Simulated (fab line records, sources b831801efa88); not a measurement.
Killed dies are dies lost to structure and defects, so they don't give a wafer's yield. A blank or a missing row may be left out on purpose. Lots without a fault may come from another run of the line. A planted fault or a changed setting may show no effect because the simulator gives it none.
Chamber matching | flow gf180mcu | GF_STI_CMP_25 on cmp-01: 4 sister chambers
The step polishes, stops on Si3N4, t overpolish 33 s, target thk 524.6 nm. 20 wafers are shown with their chamber, then 10 later ones without.

WAFERS WITH THEIR CHAMBER
wafer  | chamber | motor_current_A (A) | time_to_endpoint_s (s) | slurry_flow_ml_min
L261.2 | 0       | 11.5                | 126                    | 150.3
L261.4 | 3       | 13.4                | 128                    | 150.5
L261.6 | 2       | 12.0                | 121                    | 149.9
L263.1 | 0       | 12.2                | 119                    | 149.5
L263.2 | 1       | 13.7                | 118                    | 149.8
L263.4 | 2       | 11.3                | 115                    | 149.5
L264.2 | 0       | 12.2                | 120                    | 150.3
L264.3 | 3       | 12.5                | 122                    | 150.3
L264.6 | 3       | 14.3                | 121                    | 150.5
L265.1 | 2       | 11.5                | 119                    | 150.3
L265.3 | 0       | 12.4                | 121                    | 149.9
L265.4 | 3       | 13.1                | 124                    | 150.0
L266.1 | 1       | 13.1                | 127                    | 150.6
L266.2 | 3       | 14.2                | 132                    | 149.8
L266.3 | 2       | 12.1                | 121                    | 150.0
L267.3 | 3       | 13.7                | 121                    | 149.8
L267.4 | 0       | 11.4                | 120                    | 150.1
L267.5 | 3       | 13.4                | 124                    | 150.1
L268.3 | 1       | 12.7                | 121                    | 150.2
L268.4 | 3       | 12.5                | 126                    | 150.4

SIGNATURES (means of the wafers above)
reading            | chamber 0 | chamber 1 | chamber 2 | chamber 3 | scatter within a chamber
motor_current_A    | 11.940    | 13.167    | 11.725    | 13.387    | 0.561
time_to_endpoint_s | 121.20    | 122.00    | 119.00    | 124.75    | 3.52
slurry_flow_ml_min | 150.020   | 150.200   | 149.925   | 150.175   | 0.325
Rule: a wafer's distance from a chamber is the root of the sum, over the readings, of the square of ((its reading less the chamber's mean) divided by the reading's scatter). The wafer belongs to the nearest chamber; if the next one is less than 2 further off, it can't be placed. The scatter: the root of (the sum of the squares of (reading less its chamber's mean) over the shown wafers, divided by (wafers less chambers)).

WAFERS WITHOUT THEIR CHAMBER
wafer  | motor_current_A (A) | time_to_endpoint_s (s) | slurry_flow_ml_min
L268.6 | 13.6                | 123                    | 150.2
L269.1 | 12.0                | 121                    | 150.5
L269.3 | 13.3                | 131                    | 150.0
L269.4 | 13.1                | 123                    | 151.0
L270.3 | 12.6                | 118                    | 150.5
L270.5 | 12.8                | 126                    | 149.4
L270.6 | 11.9                | 112                    | 150.6
L281.1 | 12.7                | 120                    | 150.6
L281.4 | 13.5                | 123                    | 149.9
L281.6 | 12.7                | 119                    | 150.0

WHICH CHAMBER EACH WENT THROUGH
wafer  | from the rows above               | in truth
L268.6 | can't be placed: 3 or 1           | 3
L269.1 | can't be placed: 0 or 2 or 1 or 3 | 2
L269.3 | can't be placed: 3 or 1 or 0      | 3
L269.4 | can't be placed: 1 or 3 or 0 or 2 | 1
L270.3 | can't be placed: 1 or 0 or 2 or 3 | 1
L270.5 | can't be placed: 3 or 1 or 0 or 2 | 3
L270.6 | can't be placed: 2 or 0 or 1 or 3 | 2
L281.1 | can't be placed: 1 or 3 or 0 or 2 | 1
L281.4 | can't be placed: 3 or 1 or 0      | 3
L281.6 | can't be placed: 1 or 0 or 2 or 3 | 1
Placed correctly: 0 of 10. Can't be placed from these rows: 10 (the true chamber is among the candidates in 10). Placed wrongly: 0.
